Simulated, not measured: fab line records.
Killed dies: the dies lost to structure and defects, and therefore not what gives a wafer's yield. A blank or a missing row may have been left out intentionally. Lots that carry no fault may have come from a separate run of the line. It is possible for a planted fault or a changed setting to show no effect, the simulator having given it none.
8D (eight disciplines) problem report, filled in by code + flow sky130 + the parts of the form that need people (team, actions taken, sign-off) are left out

1. THE ISSUE
Mean METAL2_ALCU_RS at SKY_METAL2_RS_MEAS_05: 0.1676 ohm/sq over 3 wafers in 2 lots; fault-free wafers: 0.1264 ohm/sq, standard deviation 0.0016. Measured from the usual mean, that is +26 standard deviations.
The step: measures by four-point-probe.
The first sign was on wafer L795.4 at day 36 08:31, on filmMetro-01. The record holds 27 wafers of 9 lots with a number at this step. Rule for "out" (also "out of limits"): further than 4 standard deviations from the usual mean. The other wafers with a number count as sound.

2. WHAT IT IS AND WHAT IT IS NOT
| question                    | is                     | is not                                                                                       |
|-----------------------------|------------------------|----------------------------------------------------------------------------------------------|
| which readings at this step | METAL2_ALCU_RS         | -                                                                                            |
| which lots                  | L795, L796             | L789, L791, L792, L804, L807, L809, L810                                                     |
| which wafers of those lots  | L795.4, L796.3, L796.4 | L795.2, L795.6, L796.2                                                                       |
| read on which gauges        | filmMetro-01           | filmMetro-02, filmMetro-03                                                                   |
| when                        | from day 36 08:31      | up to then (11 sound wafers); but 13 sound wafers of L796, L804, L807, L809, L810 came after |

3. WHAT RULES OUT EACH SUSPECT
Counting: any tool at a process step up to the reading remains a suspect provided it ran every lot that is out. Sound lots after the first of them don't rule it out here, since some wafers of a struck lot are sound.
- the gauge at SKY_METAL2_RS_MEAS_05 is ruled out. All the wafers that are out were read on filmMetro-01, but those of them that SKY_METAL2_METAL_ETCH_19 has rows for are out there too, on other tools.
- plasmaAsher-02 at SKY_METAL1_STRIP_20 (strips in O2/N2): kept. It ran every lot that is out, first L795 (day 35 04:12); its last sound lot up to then is L791 (day 34 06:21).
- pvdSputter-01 at SKY_METAL2_SPUTTER_00 (material Ti, target thk 15 nm, time 10 s): kept. It ran every lot that is out, first L795 (day 36 08:21); its last sound lot up to then is L791 (day 35 11:40).
- pvdSputter-01 at SKY_METAL2_SPUTTER_02 (material AlCu, target thk 250 nm, time 13.3 s): kept. It ran every lot that is out, first L795 (day 36 08:23); its last sound lot up to then is L791 (day 35 11:43).
plasmaAsher-02 at SKY_METAL1_STRIP_20, pvdSputter-01 at SKY_METAL2_SPUTTER_00 and pvdSputter-01 at SKY_METAL2_SPUTTER_02 are what is left after counting.

4. THE CAUSE (what the simulator had put in)
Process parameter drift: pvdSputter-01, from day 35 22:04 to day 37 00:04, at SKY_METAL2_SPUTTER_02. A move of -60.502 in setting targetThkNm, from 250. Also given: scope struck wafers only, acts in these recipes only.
This tool is one of the 3 suspects left after counting.

5. THE CHAIN OF EFFECTS, in route order
Each row: a reading whose mean over the struck wafers that have a number lies more than 3 standard deviations from the usual. Readings are gone through only where the record gives a usual standard deviation; hours: the median, over the lots, of the time from a lot's start at the first step in this table giving one to that lot's start at this step; sigmas: the change measured in usual standard deviations.
| hours | step                     | reading         | usual         | on struck wafers | change  | sigmas |
|-------|--------------------------|-----------------|---------------|------------------|---------|--------|
| 0     | SKY_METAL2_RS_MEAS_05    | METAL2_ALCU_RS  | 0.1264 ohm/sq | 0.1676           | +0.0412 | +26    |
| 0     | SKY_METAL2_THK_MEAS_06   | METAL2_ALCU_THK | 251 nm        | 191              | -60     | -17    |
| 26    | SKY_METAL2_METAL_ETCH_19 | oesProductAu    | 0.855 a.u.    | 0.801            | -0.054  | -9.8   |
The process steps in it:
- SKY_METAL2_METAL_ETCH_19: etches the open film in Cl2/BCl3, stops on SiO2, target depth 360 nm, time 78 s.

6. HOW IT WOULD HAVE BEEN CAUGHT EARLIER
Counted from the fault's start at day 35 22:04, it took 10 hours until the first out-of-limits reading at a measuring or inspecting step in this record, taken at day 36 08:31.
No tool reading at SKY_METAL2_SPUTTER_02 that has a usual standard deviation in the record was out on any struck wafer, so an alarm limit of 4 standard deviations on those readings would not have fired.
Among the 2 lots that are out, L796 began SKY_METAL2_SPUTTER_02 on pvdSputter-01 after day 36 08:31. A hold on the tool at that time would have spared it.
